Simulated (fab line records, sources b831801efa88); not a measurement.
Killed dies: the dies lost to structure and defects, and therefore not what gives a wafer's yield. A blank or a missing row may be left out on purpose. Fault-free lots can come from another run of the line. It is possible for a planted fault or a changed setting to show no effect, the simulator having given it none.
One fault through the eyes of 2 desks | flow sky130 | only its own numbers are on each desk; what lay behind them is given at the end

## FROM THE METROLOGY DESK
Means of the sampled wafers that have a number, per lot and without regard to the tool the lot ran on: this is what the gauges read. The brackets show how far a lot's mean lies from the usual mean; more than 4 standard deviations puts the lot out of limits, marked OUT.
Columns: A = SPACER_CVD_00_THK at SKY_SPACER_THK_MEAS_01, usual 43.5 nm; B = VIA1_W_RS at SKY_VIA1_RS_MEAS_22, usual 0.425 ohm/sq
lot  | first seen here | A              | B
L936 | day 23 21:42    | 43.3           | 0.423
L938 | day 24 17:02    | 43.8           | 0.423
L937 | day 24 17:06    | 43.5           | 0.422
L941 | day 25 04:06    | 44.8           | 0.417
L942 | day 25 14:47    | 43.9           | 0.421
L943 | day 26 02:55    | 42.9           | 0.432
L947 | day 27 20:43    | 37.5 (-12) OUT | 0.432
L949 | day 28 16:36    | 37.5 (-12) OUT | 0.429
L957 | day 31 01:42    | 43.1           | 0.428
L958 | day 31 06:33    | 42.5           | 0.428
Finding of this desk: L947, L949 out of limits, first seen on L947 at day 27 20:43 (SPACER_CVD_00_THK at SKY_SPACER_THK_MEAS_01). In limits: L936, L938, L937, L941, L942, L943, L957, L958.

## AT THE TOOL OWNER'S DESK: lpcvd-02
The tool's own readings at SKY_SPACER_CVD_00 (deposits Si3N4 from DCS/NH3, target thk 43.1 nm, time 740 s): means of the sampled wafers that have a number, for each lot that ran on this tool. The brackets show how far a lot's mean lies from the usual mean; more than 4 standard deviations puts the lot out of limits, marked OUT.
Columns: A = spike_tc_centre_C at SKY_SPACER_CVD_00, usual 769.9 C; B = spike_tc_lower_C at SKY_SPACER_CVD_00, usual 769.8 C; C = spike_tc_top_C at SKY_SPACER_CVD_00, usual 785.0 C; D = spike_tc_upper_C at SKY_SPACER_CVD_00, usual 768.9 C; E = susceptor_temp_C at SKY_SPACER_CVD_00, usual 770.0 C
lot  | first seen here | A                | B                | C     | D                | E
L936 | day 23 20:29    | 770.8            | 770.4            | 787.1 | 768.3            | 769.8
L937 | day 24 15:50    | 769.1            | 769.9            | 782.4 | 769.1            | 770.5
L938 | day 24 15:50    | 770.8            | 769.4            | 787.5 | 768.9            | 769.8
L941 | day 25 02:53    | 769.6            | 770.2            | 782.5 | 767.9            | 770.3
L942 | day 25 13:34    | 769.4            | 769.8            | 788.2 | 768.8            | 769.5
L943 | day 26 01:07    | 770.2            | 769.5            | 782.7 | 767.9            | 770.3
L947 | day 27 19:29    | 761.5 (-7.7) OUT | 761.3 (-8.5) OUT | 775.0 | 761.7 (-7.2) OUT | 770.2
L949 | day 28 15:24    | 762.5 (-6.7) OUT | 763.1 (-6.7) OUT | 779.8 | 761.6 (-7.3) OUT | 769.8
L957 | day 31 00:29    | 770.8            | 769.9            | 787.3 | 769.7            | 769.9
L958 | day 31 04:45    | 770.5            | 770.0            | 786.9 | 768.5            | 770.2
Finding of this desk: L947, L949 out of limits; the first was L947 at day 27 19:29, on spike_tc_centre_C at SKY_SPACER_CVD_00. In limits: L936, L937, L938, L941, L942, L943, L957, L958.

## BROUGHT TOGETHER
The tool owner's desk had the chance to raise an alarm at day 27 19:29 on L947, L949.
An alarm was possible from the metrology desk at day 27 20:43, on L947, L949.
Every lot named ran SKY_SPACER_CVD_00 on lpcvd-02.

## WHAT WAS PUT IN BY THE SIMULATOR
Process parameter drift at SKY_SPACER_CVD_00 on lpcvd-02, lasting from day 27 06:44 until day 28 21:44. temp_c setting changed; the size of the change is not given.
Struck lots among those shown: L947, L949.
Hours from the fault's start to each desk's first reading out of limits: the tool owner's desk, 13; the metrology desk, 14.
